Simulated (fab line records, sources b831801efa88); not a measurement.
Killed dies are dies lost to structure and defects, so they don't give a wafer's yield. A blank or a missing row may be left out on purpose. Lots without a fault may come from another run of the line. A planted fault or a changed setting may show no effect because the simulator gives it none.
fab line records | flow sky130
record lots=4 wafers=12 last_day=49
route steps=708 shown GATE_OXIDE@192 POLY_GATE@204 RES_PROTECT@206 PAD_OPEN@708
lots that met no fault: from a run of the same line without faults
start_h: hours from the record's first day to the start of the lot's first wafer shown | wait_h: hours since the lot's step before | " the same as in the row above | L1.1+2: a row that stands for several wafers | - no value, or no start given | * or withheld: withheld | < > ~ a bound
route shown NAME@n: a module of which the file shows steps, and the number in the route of the first | usual: mean/standard deviation of fault-free wafers | same: alike in all rows | chamber/n: place in a boat | sites: the reading at each site | _std_site: their standard deviation | _edge_site: outer sites' mean less inner sites' | radius_mm: how far each site lies from the wafer's centre | mask NAME#n: copy n | behind: the tool/chamber that last shaped the wafer | hold: why the lot was held/for how many hours/how that ended | device: the transistor (n, p or np) that didn't switch | end of line: the same wafers' tests at the end of the route | a step without rows: its recipe alone | killed: dies lost to structure and defects at the first sort, not the wafer's yield | map: a wafer's dies, x killed, . not, _ none there
set.NAME: the setting as run; set.NAME@STEP: as run at that earlier step | model.NAME: the simulator's own value behind a step, which no gauge read
lots at some steps of the route; a table a step, a row a wafer
services: from which hour (start_h, from the record's first day; less than 0 if before it) a tool's chamber was out of use, for how many hours, and why
## steps
# step SKY_GATE_OXIDE_COAT_05
# recipe resist=NOVOLAK spin_rpm=3000 resist_thk_nm=1140
# step SKY_GATE_OXIDE_SOFTBAKE_06
# recipe temp_c=90 time_s=60 resist=NOVOLAK
# step SKY_GATE_OXIDE_EXPOSE_07
# recipe mask_id=LVOM na=0.6 source_shape=conventional sigma_outer=0.6 polarization=unpolarized target_cd_nm=600 dose_mj=170
# step SKY_GATE_OXIDE_PEB_08
# recipe temp_c=withheld time_s=* resist=NOVOLAK
# step SKY_GATE_OXIDE_DEVELOP_09
# recipe resist=NOVOLAK developer=TMAH develop_time_s=60 dev_temp_c=23
# step SKY_GATE_OXIDE_IMPLANT_11
# recipe species=B energy_kev=10 dose_cm2=2.6e+12 tilt_deg=withheld
# step SKY_GATE_OXIDE_WET_ETCH_12
# recipe chemistry=dHF target_depth_nm=16.8 dry=n2_spin target=SiO2 dilution=100:1 temp_c=25 time_s=336
# step SKY_GATE_OXIDE_STRIP_13
# recipe chemistry=O2/N2 power_w=1400 pressure_mtorr=1500 platen_temp_c=withheld o2_flow_sccm=3000 n2_flow_sccm=300 overash_fraction=0.5
# step SKY_GATE_OXIDE_CLEAN_15
# recipe chemistry=SC1/SC2 mix=1:4:20 temp_c=70 time_s=150 dry=n2_spin
# step SKY_GATE_OXIDE_OXIDATION_16
# recipe temp_c=800 ambient=O2 idle_temp_c=700 ramp_up_c_per_min=10 ramp_down_c_per_min=3 stabilise_s=600 purge_s=300 target_thk_a=35.7 ox_time_s=1915
# step SKY_POLY_GATE_CVD_00
# recipe material=poly-Si target_thk_nm=180 temp_c=620 time_s=720 pressure_mtorr=200
# columns lot.wafer tool chamber start_h wait_h model.poly-Si_of_POLY_GATE_CVD_00.thk_nm
L296.3 lpcvd-01 0 352.81 0.0 177.2
L296.4 " 0 " " 176.6
L296.5 " 0 " " 177.3
L298.2 lpcvd-01 1 375.22 0.0 181.9
L298.4 " 1 " " 181.2
L298.6 " 1 " " 180.6
L307.2 lpcvd-01 1 445.26 0.0 136.3
L307.3 " 1 " " 134.4
L307.5 " 1 " " 136.1
L308.1 lpcvd-01 1 463.91 0.0 132.3
L308.2 " 1 " " 132.6
L308.4 " 1 " " 132
# step SKY_POLY_GATE_THK_MEAS_01
# recipe reads=poly-Si_of_POLY_GATE_CVD_00
# usual POLY_GATE_CVD_00_THK=180.1/1.6
# columns lot.wafer tool chamber start_h wait_h POLY_GATE_CVD_00_THK[nm]
L296.3 film_metro-01 - 355.53 0.0 177.3
L296.4 " - " " 176.5
L296.5 " - " " 177.2
L298.2 film_metro-04 - 376.43 0.0 182.0
L298.4 " - " " 181.3
L298.6 " - " " 180.8
L307.2 film_metro-04 - 446.47 0.0 136.3
L307.3 " - " " 134.5
L307.5 " - " " 136.1
L308.1 film_metro-04 - 465.11 0.0 132.2
L308.2 " - " " 132.5
L308.4 " - " " 132.1
# step SKY_RES_PROTECT_DEHYDRATE_00
# recipe temp_c=200 time_s=60
# step SKY_RES_PROTECT_HMDS_01
# recipe prime_time_s=60 prime_temp_c=120
# step SKY_RES_PROTECT_COAT_02
# recipe resist=NOVOLAK spin_rpm=3000 resist_thk_nm=1140
# step SKY_RES_PROTECT_SOFTBAKE_03
# recipe temp_c=90 time_s=60 resist=NOVOLAK
# step SKY_RES_PROTECT_EXPOSE_04
# recipe mask_id=RPM na=0.6 source_shape=conventional sigma_outer=0.6 polarization=unpolarized target_cd_nm=1270 dose_mj=131
# step SKY_RES_PROTECT_PEB_05
# recipe temp_c=withheld time_s=* resist=NOVOLAK
# step SKY_RES_PROTECT_DEVELOP_06
# recipe resist=NOVOLAK developer=TMAH develop_time_s=60 dev_temp_c=23
# step SKY_POLY_GATE_IMPLANT_02
# recipe species=P energy_kev=30 dose_cm2=7.7e+15 tilt_deg=0
# step SKY_RES_PROTECT_STRIP_07
# recipe chemistry=O2/N2 power_w=1400 pressure_mtorr=1500 platen_temp_c=withheld o2_flow_sccm=3000 n2_flow_sccm=300 overash_fraction=0.5
# step SKY_RES_PROTECT_CLEAN_09
# recipe chemistry=SC1/SC2 mix=1:4:20 temp_c=70 time_s=150 dry=n2_spin
# columns lot.wafer tool chamber start_h wait_h model.poly-Si_of_POLY_GATE_CVD_00.thk_nm
L296.3 wet_bench-01 0 384.59 0.0 176.5
L296.4 " 0 " " 175.9
L296.5 " 0 " " 176.6
L298.2 wet_bench-03 0 405.53 0.0 181.3
L298.4 " 0 " " 180.5
L298.6 " 0 " " 180
L307.2 wet_bench-03 1 478.58 0.0 135.7
L307.3 " 1 " " 133.8
L307.5 " 1 " " 135.5
L308.1 wet_bench-03 0 497.24 0.1 131.6
L308.2 " 0 " " 131.9
L308.4 " 0 " " 131.4
# step SKY_POLY_GATE_CVD_03
# recipe material=Si3N4 precursor=DCS/NH3 target_thk_nm=75 temp_c=770 time_s=1290 pressure_mtorr=250
# step SKY_POLY_GATE_DEHYDRATE_05
# recipe temp_c=200 time_s=60
# step SKY_POLY_GATE_HMDS_06
# recipe prime_time_s=60 prime_temp_c=120
# step SKY_POLY_GATE_COAT_07
# recipe resist=BARC temp_c=withheld time_s=withheld spin_rpm=3000 resist_thk_nm=110
# step SKY_POLY_GATE_COAT_08
# recipe resist=KrF-thick spin_rpm=3000 resist_thk_nm=450
# step SKY_POLY_GATE_SOFTBAKE_09
# recipe temp_c=100 time_s=90 resist=KrF-thick
# step SKY_POLY_GATE_EXPOSE_10
# recipe mask_id=P1M na=0.68 source_shape=conventional sigma_outer=0.6 target_cd_nm=150 dose_mj=28
# step SKY_POLY_GATE_PEB_11
# recipe peb_temp_c=withheld peb_time_s=withheld resist=KrF-thick
# step SKY_POLY_GATE_DEVELOP_12
# recipe develop_time_s=60 resist=KrF-thick dev_temp_c=21
# step SKY_POLY_GATE_ETCH_15
# recipe chemistry=N2/H2 target=BARC ion_energy_ev=200 source_w=500 bias_w=100 pressure_mtorr=30 n2_flow_sccm=100 h2_flow_sccm=200 stop_on=SiO2 time_s=118.5 target_depth_a=1100
# step SKY_POLY_GATE_ETCH_16
# recipe stop_on=poly-Si chemistry=CH3F/O2 target=Si3N4 source_w=400 bias_w=80 pressure_mtorr=25 ch3f_flow_sccm=40 O2_flow_sccm=30 time_s=147.5 target_depth_a=750
# step SKY_POLY_GATE_ETCH_17
# recipe target_depth_nm=180 stop_on=SiO2 over_etch_frac=0.56667 chemistry=HBr/Cl2 target=poly-Si icp_w=400 bias_w=100 pressure_mtorr=10 HBr_flow_sccm=150 Cl2_flow_sccm=50 time_s=70.5
# usual HBr_flow_sccm=150.0/0.51 drypump_motor_current_A=5.7/0.46 mfc_cl2_sccm=50.01/0.15 oes_product_au=0.989/0.0081 throttle_valve_pct=33.684/0.0087
# columns lot.wafer tool chamber start_h wait_h HBr_flow_sccm drypump_motor_current_A mfc_cl2_sccm oes_product_au rf_hours_counter_h throttle_valve_pct model.etch.depth_nm model.POLY_GATE.feature_depth_nm
L296.3 rie_si-01 1 415.21 0.0 149.7 5.8 49.94 0.980 3 33.692 176.5 176.5
L296.4 " 2 " " 149.5 6.4 49.87 0.980 20 33.689 175.9 175.9
L296.5 " 3 " " 149.5 5.3 50.04 0.990 - 33.669 176.6 176.6
L298.2 rie_si-01 1 437.82 0.0 149.5 5.8 49.79 0.994 3 33.694 181.3 181.3
L298.4 " 2 " " 149.8 6.5 50.23 0.995 20 33.689 180.5 180.5
L298.6 " 2 " " 150.0 6.5 49.95 1.003 - 33.681 180 180
L307.2 rie_si-02 3 512.21 0.0 150.2 4.8 50.19 0.822 2 33.693 135.7 135.7
L307.3 " 1 " " 150.0 6.1 50.15 0.815 4 33.665 133.8 133.8
L307.5 " 0 " " 150.0 5.9 50.13 0.825 - 33.672 135.5 135.5
L308.1 rie_si-01 2 530.16 0.0 149.2 6.5 49.81 0.801 20 33.687 131.6 131.6
L308.2 " 0 " " 150.2 5.6 49.87 0.807 4 33.683 131.9 131.9
L308.4 " 1 " " 150.4 5.8 50.09 0.808 3 33.678 131.4 131.4
# step SKY_POLY_GATE_STRIP_18
# recipe chemistry=O2/N2 power_w=1400 pressure_mtorr=1500 platen_temp_c=withheld o2_flow_sccm=3000 n2_flow_sccm=300 overash_fraction=0.5
# step SKY_PAD_OPEN_PROBE_99
# usual killed_at_M0_to_M3=43/6.6 killed_at_M4_up=3.2/1.9 killed_at_contacts=25/5.3 killed_at_front_end=16/4.5 killed_at_other=0.3/0.63 killed_dies=87/8.9 killed_open=48/7.9 killed_short=39/5.3
# same gross_dies=492 killed_at_back_side=0
# columns lot.wafer tool chamber start_h wait_h killed_at_M0_to_M3 killed_at_M4_up killed_at_contacts killed_at_front_end killed_at_other killed_dies killed_open killed_short model.etest.res_xhigh_po.line_ohm_um model.etest.res_xhigh_po.rs_ohm_sq model.etest.res_high_po.line_ohm_um model.etest.res_poly.line_ohm_um model.etest.tip_sonos.rs_ohm_sq model.etest.res_high_po.rs_ohm_sq model.etest.licon_high_po.rc_ohm model.etest.res_poly.rs_ohm_sq
L296.3 prober-02 - 1107.49 0.2 48 3 28 11 0 90 56 34 5769 1993 766 548.1 2614 265.9 347.3 48.44
L296.4 prober-02 - 1107.54 0.2 58 4 30 10 0 102 60 42 5894 2022 771.7 526.3 2670 265.3 341.4 48.86
L296.5 prober-02 - 1107.59 0.2 52 1 20 12 0 85 49 36 5918 2067 763.7 514.9 2655 269.2 356.1 48.95
L298.2 prober-02 - 1118.12 0.1 35 0 23 14 4 76 46 30 5816 2038 747.9 511.5 2654 264 357.3 48.17
L298.4 prober-02 - 1118.22 0.2 40 5 27 9 2 83 46 37 5984 2065 768.4 547.1 2591 265.8 376.8 48.71
L298.6 prober-02 - 1118.32 0.2 50 7 22 6 0 85 57 28 5928 2046 766.2 545.6 2601 262.7 360.9 48.57
L307.2 prober-01 - 1172.05 0.1 50 2 26 14 0 92 54 38 5464 1910 920.7 673.7 2567 315.9 321.5 60.61
L307.3 prober-01 - 1172.10 0.2 46 3 31 20 1 101 61 40 5559 1974 933.8 669.7 2524 328.9 314.7 61.88
L307.5 prober-01 - 1172.20 0.2 44 5 32 18 0 99 53 46 5398 1887 896.6 631.7 2529 314.5 318.7 60.39
L308.1 prober-02 - 1175.08 0.1 51 3 15 14 0 83 41 42 5457 1840 948.3 726.3 2590 324.5 321.1 62.1
L308.2 prober-02 - 1175.13 0.1 40 1 29 13 0 83 44 39 5246 1853 906.5 650.6 2577 320.7 319.2 61.81
L308.4 prober-02 - 1175.23 0.2 52 4 34 20 0 110 67 43 5193 1808 924.8 670.4 2572 317.8 314.6 61.69
# killed by level:class
L296.3 CONTACT:geometric_particle:open=13 VIA1:geometric_particle:open=12 VIA3:geometric_particle:open=10 LI_CONTACT:geometric_particle:open=9 METAL2:geometric_particle:short=6 VIA2:geometric_particle:open=5 VIA1:geometric_particle:short=5 FIELD_ISO:geometric_particle:short=3
L296.4 VIA1:geometric_particle:open=13 VIA2:geometric_particle:open=10 VIA3:geometric_particle:open=10 LI_CONTACT:geometric_particle:open=9 CONTACT:geometric_particle:open=9 VIA2:geometric_particle:short=7 METAL1:geometric_particle:short=6 VIA1:geometric_particle:short=5
L296.5 VIA1:geometric_particle:open=15 VIA2:geometric_particle:open=7 LI_CONTACT:geometric_particle:open=6 VIA3:geometric_particle:open=6 LI_CONTACT:geometric_particle:short=5 CONTACT:geometric_particle:open=5 VIA1:geometric_particle:short=5 POLY_GATE:geometric_particle:short=4
L298.2 CONTACT:geometric_particle:open=12 VIA2:geometric_particle:open=8 VIA1:geometric_particle:open=7 LI_CONTACT:geometric_particle:open=6 VIA1:geometric_particle:short=5 POLY_GATE:geometric_particle:open=4 POLY_GATE:geometric_particle:short=4 METAL1:geometric_particle:short=4
L298.4 CONTACT:geometric_particle:open=12 VIA1:geometric_particle:open=8 LOCAL_INTERCONNECT:geometric_particle:short=6 VIA2:geometric_particle:open=5 LI_CONTACT:geometric_particle:open=4 METAL2:geometric_particle:open=4 METAL2:geometric_particle:short=4 METAL3:geometric_particle:short=4
L298.6 VIA2:geometric_particle:open=14 VIA1:geometric_particle:open=11 CONTACT:geometric_particle:open=8 LI_CONTACT:geometric_particle:open=6 METAL2:geometric_particle:short=5 VIA3:geometric_particle:open=5 METAL1:geometric_particle:short=4 VIA3:geometric_particle:short=4
L307.2 CONTACT:geometric_particle:open=14 METAL1:geometric_particle:short=9 VIA1:geometric_particle:open=8 LI_CONTACT:geometric_particle:open=7 VIA3:geometric_particle:open=7 FIELD_ISO:geometric_particle:open=6 VIA2:geometric_particle:open=6 VIA1:geometric_particle:short=5
L307.3 CONTACT:geometric_particle:open=13 VIA1:geometric_particle:open=12 VIA3:geometric_particle:open=8 FIELD_ISO:geometric_particle:open=6 POLY_GATE:geometric_particle:open=6 CONTACT:geometric_particle:short=6 LI_CONTACT:geometric_particle:open=5 METAL1:geometric_particle:short=5
L307.5 VIA1:geometric_particle:open=11 CONTACT:geometric_particle:short=11 VIA3:geometric_particle:open=9 CONTACT:geometric_particle:open=8 VIA1:geometric_particle:short=7 LI_CONTACT:geometric_particle:open=6 FIELD_ISO:geometric_particle:open=5 POLY_GATE:geometric_particle:open=5
L308.1 VIA3:geometric_particle:open=9 METAL1:geometric_particle:short=8 CONTACT:geometric_particle:open=7 METAL2:geometric_particle:short=7 FIELD_ISO:geometric_particle:short=6 VIA1:geometric_particle:open=6 VIA1:geometric_particle:short=5 VIA2:geometric_particle:open=4
L308.2 CONTACT:geometric_particle:open=13 METAL1:geometric_particle:short=7 VIA1:geometric_particle:open=7 VIA2:geometric_particle:open=6 FIELD_ISO:geometric_particle:open=5 CONTACT:geometric_particle:short=5 METAL2:geometric_particle:short=5 LI_CONTACT:geometric_particle:open=4
L308.4 CONTACT:geometric_particle:open=11 VIA1:geometric_particle:open=11 VIA2:geometric_particle:open=10 VIA3:geometric_particle:open=10 LI_CONTACT:geometric_particle:open=9 CONTACT:geometric_particle:short=7 FIELD_ISO:geometric_particle:short=6 VIA1:geometric_particle:short=5
## services
# columns tool chamber start_h hours kind
rie_si-01 3 337.39 5.8 repair
rie_si-02 1 350.01 5.5 repair
rie_si-02 1 381.26 1.4 repair
rie_si-02 - 404.72 0.2 repair
rie_si-02 3 411.80 14.0 repair
rie_si-01 1 416.09 9.8 repair
lpcvd-01 - 422.33 1.8 repair
rie_si-02 2 446.29 20.0 repair
rie_si-02 3 451.70 6.4 repair
lpcvd-01 - 458.28 2.8 pm
rie_si-01 1 459.39 5.3 repair
lpcvd-01 - 501.07 0.5 repair
rie_si-01 0 504.07 19.1 repair
rie_si-02 1 519.24 22.1 repair
## key
first_sign step=SKY_POLY_GATE_THK_MEAS_01 reading=POLY_GATE_CVD_00_THK direction=down sigmas=29 usual=180.1 struck=133.9
effect step=SKY_POLY_GATE_ETCH_17 reading=oes_product_au direction=down sigmas=22 usual=0.989 struck=0.813
model_effect step=SKY_POLY_GATE_CVD_00 value=poly-Si_of_POLY_GATE_CVD_00.thk_nm without=179.9 struck=133.9
model_effect step=SKY_RES_PROTECT_CLEAN_09 value=poly-Si_of_POLY_GATE_CVD_00.thk_nm without=179.2 struck=133.3
model_effect step=SKY_POLY_GATE_ETCH_17 value=etch.depth_nm without=178 struck=133.3
model_effect step=SKY_PAD_OPEN_PROBE_99 value=etest.res_xhigh_po.line_ohm_um without=5860 struck=5386
met_at SKY_POLY_GATE_CVD_00
struck_wafers L307.2,L307.3,L307.5,L308.1,L308.2,L308.4
tester_left_out L307,L308
onset_between 375.22 445.26
also_fits time
fault kind=process_parameter_drift tool=lpcvd-01 chamber=- onset_h=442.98 steps=SKY_POLY_GATE_CVD_00 channel=target_thk_nm offset=-45.917 shape=step end_h=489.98 stated=180
# tester_left_out: of these lots the tester's yield and bins aren't shown, on N5 and GAA mostly nor the transistor test; their killed dies are dies lost to structure and defects alone, not to doping, threshold or leakage, so they don't give the yield
